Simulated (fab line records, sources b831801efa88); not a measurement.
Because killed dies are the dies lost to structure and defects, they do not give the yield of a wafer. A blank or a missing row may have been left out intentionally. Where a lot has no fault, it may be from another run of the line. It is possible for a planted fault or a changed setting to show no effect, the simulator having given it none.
Which of the tools did it?	flow sky130	at 1 step of a route of 708, 7 lots with 21 wafers sampled

## WHAT EACH GAUGE READ, for each wafer
SKY_CAP2M_RS_MEAS_03: a four-point-probe measurement.
lot	measured	on	CAP2M_TIN_RS (ohm/sq)
L398	day 41 04:13	film metro-04	6.87 6.92 6.96
L402	day 42 02:43	film metro-01	6.87 6.85 6.85
L408	day 43 22:45	film metro-02	6.94 6.94 6.97
L414	day 45 16:29	film metro-01	6.91 6.86 6.91
L416	day 45 20:55	film metro-04	7.01 6.92 6.95
L418	day 46 12:46	film metro-04	6.92 6.89 6.88
L420	day 46 17:41	film metro-01	6.79 6.85 6.81

## WHAT TOOL EACH LOT RAN ON (gives the tool, then ch and the chambers of the sampled wafers, and finally the start)
Record: no process step prior to these readings.

## THE ANSWER, worked out from the rows above alone
Rule: the usual values come from the lots themselves. The widest of any qualifying gaps counts: lots, ordered by their means at a reading, are off when they make up no more than a third of the lots, leave a main group of 4 or more, and stand apart from it by 3 or more times the standard deviation of that group's means. If all means in a main group match to the digits the tables above print for the reading, that group is not used. A lot without any number at a reading at which 4 lots or more have one is off too. Where the step has rows for the other lots, those lots are counted as sound.
Nothing can be told from this: no lot is off at any reading shown.

## WHAT WAS PUT IN BY THE SIMULATOR
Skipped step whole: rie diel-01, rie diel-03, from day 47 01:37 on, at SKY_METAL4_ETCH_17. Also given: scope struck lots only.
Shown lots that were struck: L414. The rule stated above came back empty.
